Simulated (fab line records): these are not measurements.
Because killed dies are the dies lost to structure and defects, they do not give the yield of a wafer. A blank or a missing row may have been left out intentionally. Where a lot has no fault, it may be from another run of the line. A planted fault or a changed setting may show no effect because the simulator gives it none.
The tool behind it: which one? -- flow sky130 -- 36 wafers from 12 lots sampled at 6 of the route's 708 steps

== WHAT EACH GAUGE READ, for each wafer ==
SKY_PWDE_OVL_MEAS_07. Usual: PWDE_OVL 0.2 nm, standard deviation 1.2.
lot,measured,on,PWDE_OVL (nm),flag
L422,day 3 19:53,overlay-02,-0.6 -1.2 -1.9,
L424,day 4 05:05,overlay-01,-1.0 -0.6 -0.6,
L426,day 4 19:18,overlay-02,0.0 1.7 -0.8,
L429,day 5 10:47,overlay-01,0.4 -0.2 0.3,
L430,day 5 19:39,overlay-01,-0.1 0.9 0.3,
L431,day 6 00:06,overlay-01,1.7 -0.7 -0.4,
L433,day 6 06:41,overlay-01,2.2 3.6 1.3,
L434,day 6 16:23,overlay-02,-0.6 -0.8 -0.4,
L435,day 6 23:07,overlay-01,-1.1 -1.5 0.1,
L436,day 7 00:50,overlay-02,-0.2 -1.3 1.0,
L443,day 8 18:24,overlay-01,1.9 -0.1 1.3,
L445,day 9 07:17,overlay-01,0.8 1.5 -0.8,

SKY_VT_ADJUST_LVTN_OVL_MEAS_18. Usual: VT_ADJUST_LVTN_01_OVL 1.2 nm, standard deviation 1.3.
lot,measured,on,VT_ADJUST_LVTN_01_OVL (nm),flag
L422,day 7 16:23,overlay-02,-0.3 -1.0 -0.2,
L424,day 8 03:47,overlay-01,-0.2 -0.8 2.4,
L426,day 8 19:43,overlay-02,0.1 1.5 1.7,
L429,day 9 16:47,overlay-01,-0.6 -0.1 1.9,
L430,day 10 02:42,overlay-02,-0.2 1.3 -1.9,
L431,day 10 08:36,overlay-02,0.0 0.9 0.3,
L433,day 10 16:26,overlay-01,-1.2 -0.7 -2.3,
L434,day 11 04:31,overlay-01,1.4 1.6 1.8,
L435,day 11 10:53,overlay-02,0.6 1.2 3.1,
L436,day 11 13:19,overlay-02,3.4 0.6 3.7,
L443,day 13 15:18,overlay-02,-1.2 -1.1 -0.5,
L445,day 14 08:07,overlay-02,1.6 1.9 3.5,

SKY_VT_ADJUST_HVTR_CD_MEAS_07: target cd 380 nm. Usual: cd_nm reads 380.3 nm (standard deviation 2.5).
lot,measured,on,cd_nm (nm),flag
L422,day 9 09:58,cd_sem-02,381.2 381.9 382.1,
L424,day 9 22:01,cd_sem-02,378.1 377.1 374.8,
L426,day 10 15:18,cd_sem-01,381.1 381.3 381.3,
L429,day 11 14:50,cd_sem-01,378.6 377.4 378.7,
L430,day 12 00:34,cd_sem-02,383.0 383.3 381.5,
L431,day 12 08:02,cd_sem-02,381.6 381.8 381.3,
L433,day 12 16:41,cd_sem-02,379.4 376.6 378.8,
L434,day 13 05:31,cd_sem-01,378.0 377.2 376.9,
L435,day 13 13:00,cd_sem-02,381.0 382.5 379.9,
L436,day 13 14:40,cd_sem-02,- - -,OFF
L443,day 15 22:08,cd_sem-01,384.7 382.7 385.1,
L445,day 16 14:14,cd_sem-01,382.5 380.1 380.7,

SKY_VT_ADJUST_HVTR_TW_MEAS_11. Usual: VT_ADJUST_HVTR_TW 208.4, standard deviation 1.9.
lot,measured,on,VT_ADJUST_HVTR_TW,flag
L422,day 9 10:22,film_metro-02,207.2 208.0 207.2,
L424,day 9 22:25,film_metro-04,207.4 207.4 207.0,
L426,day 10 15:41,film_metro-04,208.7 207.7 208.9,
L429,day 11 15:15,film_metro-01,209.5 210.7 210.4,
L430,day 12 00:58,film_metro-01,211.6 210.9 210.2,
L431,day 12 08:26,film_metro-04,210.6 209.6 210.9,
L433,day 12 17:06,film_metro-04,209.9 210.1 210.2,
L434,day 13 05:55,film_metro-02,206.3 208.3 207.7,
L435,day 13 13:23,film_metro-04,208.6 209.2 208.5,
L436,day 13 15:04,film_metro-02,29.4 29.3 29.3 29.4 29.4 29.5,OFF
L443,day 15 22:31,film_metro-02,205.2 206.5 206.6,
L445,day 16 14:37,film_metro-02,207.5 207.8 205.6,

SKY_SONOS_TUNNEL_OVL_MEAS_08. Usual: SONOS_TUNNEL_OVL -0.2 nm, standard deviation 1.2.
lot,measured,on,SONOS_TUNNEL_OVL (nm),flag
L422,day 11 07:30,overlay-02,-0.1 1.6 -0.1,
L424,day 11 20:52,overlay-01,0.4 1.3 1.1,
L426,day 12 15:22,overlay-02,-1.8 -1.0 -2.7,
L429,day 13 17:38,overlay-02,-1.2 -1.2 1.1,
L430,day 14 04:02,overlay-01,0.7 -0.7 -0.1,
L431,day 14 11:50,overlay-02,-0.9 -1.8 -0.3,
L433,day 14 20:16,overlay-02,0.5 1.0 -1.1,
L434,day 15 10:55,overlay-02,-0.8 -3.0 -1.4,
L435,day 15 19:28,overlay-01,-0.7 0.7 -0.1,
L443,day 18 08:32,overlay-02,-0.9 -1.8 -1.1,
L445,day 19 00:01,overlay-01,0.3 1.3 0.5,

== WHICH TOOL RAN EACH LOT (tool, then ch and the chambers of the sampled wafers, then the start) ==
lot,SKY_VT_ADJUST_HVTR_EXPOSE_04
L422,"iline_stepper-02 ch 0, day 8 23:26"
L424,"iline_stepper-01 ch 0, day 9 11:13"
L426,"iline_stepper-01 ch 0, day 10 04:39"
L429,"iline_stepper-01 ch 0, day 11 03:41"
L430,"iline_stepper-01 ch 0, day 11 12:40"
L431,"iline_stepper-01 ch 0, day 11 19:46"
L433,"iline_stepper-02 ch 0, day 12 04:47"
L434,"iline_stepper-02 ch 0, day 12 17:11"
L435,"iline_stepper-02 ch 0, day 13 00:15"
L436,"iline_stepper-02 ch 0, day 13 02:08"
L443,"iline_stepper-02 ch 0, day 15 08:29"
L445,"iline_stepper-02 ch 0, day 16 00:24"
- SKY_VT_ADJUST_HVTR_EXPOSE_04: exposes mask HVTRM, target cd 380 nm.

== WHAT THE TOOLS THEMSELVES READ (means of the sampled wafers that have a number; where no wafer has one, the mark that the record gives instead) ==
The record holds no such reading with a usual standard deviation.

== THE ANSWER, worked out from the rows above alone ==
Rule: take the mean of a lot's wafers that have a number; if it is more than 3 standard deviations from the usual mean, the lot is off. Also off: a lot with no number at a reading for which 4 or more lots have one. All remaining lots with rows at the step are treated as sound. First the gauges in route order, then the tools' own readings, where a lot's mean is used as printed above. The first step at which some lot is off is used, and at that step the reading that is off furthest; a lot without a number counts as furthest.
Off: L436 (SKY_VT_ADJUST_HVTR_CD_MEAS_07, cd_nm). Without a number there: L436.
A tool fits if, at a process step before that reading, it ran every lot that is off, and no sound lot after the first of them. The gauges at SKY_VT_ADJUST_HVTR_CD_MEAS_07 aren't tried: what is off there is off at SKY_VT_ADJUST_HVTR_TW_MEAS_11 too, on other tools, and a gauge's error can't cause that. Not one of the candidates tried fits.

== WHAT THE SIMULATOR HAD PUT IN ==
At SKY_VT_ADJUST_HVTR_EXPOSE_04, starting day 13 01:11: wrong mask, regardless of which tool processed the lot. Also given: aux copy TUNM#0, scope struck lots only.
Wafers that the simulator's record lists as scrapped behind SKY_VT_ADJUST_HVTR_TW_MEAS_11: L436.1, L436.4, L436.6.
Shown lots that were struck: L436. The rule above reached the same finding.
